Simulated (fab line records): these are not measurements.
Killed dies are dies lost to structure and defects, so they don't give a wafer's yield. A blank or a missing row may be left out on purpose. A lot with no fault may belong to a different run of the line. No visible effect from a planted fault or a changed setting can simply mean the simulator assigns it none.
Which tool was responsible? :: flow sky130 :: 18 wafers from 6 lots sampled at 3 of the route's 708 steps

WHAT EACH GAUGE READ, for each wafer
SKY_VT_ADJUST_HVTP_TW_MEAS_11.
lot: L911
measured: day 6 10:08
on: film_metro-02
VT_ADJUST_HVTP_TW: 1357 1349 1346

lot: L914
measured: day 7 02:28
on: film_metro-04
VT_ADJUST_HVTP_TW: 1343 1340 1344

lot: L919
measured: day 8 16:23
on: film_metro-04
VT_ADJUST_HVTP_TW: 1344 1351 1344

lot: L923
measured: day 9 19:17
on: film_metro-02
VT_ADJUST_HVTP_TW: 1345 1340 1344

lot: L925
measured: day 10 03:09
on: film_metro-02
VT_ADJUST_HVTP_TW: 1303 1298 1300

lot: L928
measured: day 10 21:26
on: film_metro-04
VT_ADJUST_HVTP_TW: 1343 1342 1349

WHICH TOOL RAN EACH LOT (tool, then ch and the chambers of the sampled wafers, then the start)
lot: L911
SKY_FIELD_ISO_CMP_27: cmp-02 ch 1,2, day 2 16:10
SKY_VT_ADJUST_HVTP_IMPLANT_09: implanter-04 ch 0, day 6 09:55

lot: L914
SKY_FIELD_ISO_CMP_27: cmp-02 ch 0,2,3, day 3 06:28
SKY_VT_ADJUST_HVTP_IMPLANT_09: implanter-04 ch 0, day 7 02:16

lot: L919
SKY_FIELD_ISO_CMP_27: cmp-02 ch 1,2,3, day 4 12:34
SKY_VT_ADJUST_HVTP_IMPLANT_09: implanter-04 ch 0, day 8 16:06

lot: L923
SKY_FIELD_ISO_CMP_27: cmp-02 ch 0,1,3, day 5 10:54
SKY_VT_ADJUST_HVTP_IMPLANT_09: implanter-01 ch 0, day 9 19:02

lot: L925
SKY_FIELD_ISO_CMP_27: cmp-02 ch 1,2,3, day 5 18:18
SKY_VT_ADJUST_HVTP_IMPLANT_09: implanter-03 ch 0, day 10 02:54

lot: L928
SKY_FIELD_ISO_CMP_27: cmp-01 ch 1,2,3, day 6 08:24
SKY_VT_ADJUST_HVTP_IMPLANT_09: implanter-01 ch 0, day 10 21:10
- SKY_FIELD_ISO_CMP_27: polishes, stops on Si3N4, t overpolish 16 s, target thk 457.8 nm.
- SKY_VT_ADJUST_HVTP_IMPLANT_09

THE ANSWER, worked out from the rows above alone
Rule: the lots themselves supply what counts as usual. Put in order of their means at a reading, lots are off if they are a third of the lots or fewer, leave a main group of 4 or more, and stand apart from it by a gap of 3 or more times the standard deviation of the main group's means; of several such gaps the widest counts. The tables above print the reading to a certain number of digits; a main group whose means all agree to those digits is not used. A lot without any number at a reading at which 4 lots or more have one is off too. The other lots that the step has rows for count as sound.
Off: at SKY_VT_ADJUST_HVTP_TW_MEAS_11 (VT_ADJUST_HVTP_TW), L925. Mean 1345 and standard deviation 3 in the main group.
A tool fits if, at a process step before that reading, it ran every lot that is off, and no sound lot after the first of them. The gauges at SKY_VT_ADJUST_HVTP_TW_MEAS_11 are tried like those tools. Can't be told from this: 3 tools fit, cmp-02 at SKY_FIELD_ISO_CMP_27, implanter-03 at SKY_VT_ADJUST_HVTP_IMPLANT_09, film_metro-02 at SKY_VT_ADJUST_HVTP_TW_MEAS_11.

WHAT HAD BEEN PUT IN BY THE SIMULATOR
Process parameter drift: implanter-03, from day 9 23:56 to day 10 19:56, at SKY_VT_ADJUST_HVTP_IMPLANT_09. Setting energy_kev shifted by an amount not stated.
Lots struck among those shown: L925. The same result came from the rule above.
